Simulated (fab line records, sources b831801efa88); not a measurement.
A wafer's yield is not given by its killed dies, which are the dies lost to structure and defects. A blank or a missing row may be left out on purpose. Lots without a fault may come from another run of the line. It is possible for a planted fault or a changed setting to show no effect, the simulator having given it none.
What tool caused it? ; flow sfq_line ; 13 lots with 39 wafers sampled at 2 steps, on a route of 325 steps

== WHAT EACH GAUGE READ, for each wafer ==
SFQ_M4_RS_MEAS_924: measures by four-point-probe.
lot;measured;on;M4_NB_RS (ohm/sq)
L642;day 43 07:44;film_metro-03;0.892 0.904 0.893
L643;day 43 10:37;film_metro-01;0.874 0.879 0.880
L644;day 44 10:59;film_metro-03;0.903 0.902 0.915
L645;day 44 18:09;film_metro-03;0.914 0.914 0.909
L646;day 44 21:09;film_metro-03;0.906 0.921 0.899
L648;day 46 02:34;film_metro-04;0.882 0.894 0.895
L650;day 46 12:03;film_metro-01;0.867 0.879 0.875
L653;day 47 08:22;film_metro-04;0.892 0.895 0.976
L657;day 48 14:13;film_metro-01;0.879 0.880 0.881
L659;day 49 00:22;film_metro-01;0.893 0.889 0.884
L660;day 49 08:55;film_metro-04;0.897 0.890 0.883
L662;day 50 11:55;film_metro-03;0.875 0.879 0.883
L663;day 51 02:25;film_metro-03;0.904 0.891 0.892

== WHICH TOOL RAN EACH LOT (tool, then ch and the chambers of the sampled wafers, then the start) ==
lot;SFQ_TRILAYER_M4_DEP_SPUTTER_091
L642;pvd_sputter-06, day 43 07:39
L643;pvd_sputter-05, day 43 10:29
L644;pvd_sputter-06, day 44 10:53
L645;pvd_sputter-03, day 44 18:04
L646;pvd_sputter-06, day 44 21:04
L648;pvd_sputter-06, day 46 02:28
L650;pvd_sputter-05, day 46 11:58
L653;pvd_sputter-05, day 47 08:17
L657;pvd_sputter-06, day 48 14:07
L659;pvd_sputter-06, day 49 00:16
L660;pvd_sputter-03, day 49 08:48
L662;pvd_sputter-06, day 50 11:48
L663;pvd_sputter-05, day 51 02:19
- SFQ_TRILAYER_M4_DEP_SPUTTER_091: material Nb, target thk 200 nm, time 133.3 s.

== WHAT THE TOOLS THEMSELVES READ (means of the sampled wafers that have a number; where no wafer has one, the mark that the record gives instead) ==
SFQ_TRILAYER_M4_DEP_SPUTTER_091.
lot;tool;chamber_pressure_pa (Pa);substrate_temp_c (C);throttle_valve_pct (%)
L642;pvd_sputter-06;0.13313;19.99;29.5
L643;pvd_sputter-05;0.13337;19.92;29.0
L644;pvd_sputter-06;0.13325;20.00;29.4
L645;pvd_sputter-03;0.13330;19.98;28.8
L646;pvd_sputter-06;0.13335;19.98;28.9
L648;pvd_sputter-06;0.13335;19.97;29.6
L650;pvd_sputter-05;0.13345;20.01;30.8
L653;pvd_sputter-05;0.13332;19.91;31.6
L657;pvd_sputter-06;0.13341;20.05;29.8
L659;pvd_sputter-06;0.13336;20.05;29.4
L660;pvd_sputter-03;0.13349;19.99;29.1
L662;pvd_sputter-06;0.13348;19.94;29.7
L663;pvd_sputter-05;0.13319;19.95;30.0

== THE ANSWER, worked out from the rows above alone ==
Rule: the lots themselves supply what counts as usual. Put in order of their means at a reading, lots are off if they are a third of the lots or fewer, leave a main group of 4 or more, and stand apart from it by a gap of 3 or more times the standard deviation of the main group's means; of several such gaps the widest counts. A main group whose means are all the same, to the digits that the tables above print for the reading, isn't used. Also off: a lot with no number at a reading for which 4 or more lots have one. Any other lot the step has rows for is counted as sound. First the gauges in route order, then the tools' own readings, where a lot's mean is used as printed above. At the first step where some lot is off, the reading lying furthest off is the one used; lots without a number count as furthest.
Nothing can be told from this: no lot is off at any reading shown.

== WHAT THE SIMULATOR HAD INSERTED ==
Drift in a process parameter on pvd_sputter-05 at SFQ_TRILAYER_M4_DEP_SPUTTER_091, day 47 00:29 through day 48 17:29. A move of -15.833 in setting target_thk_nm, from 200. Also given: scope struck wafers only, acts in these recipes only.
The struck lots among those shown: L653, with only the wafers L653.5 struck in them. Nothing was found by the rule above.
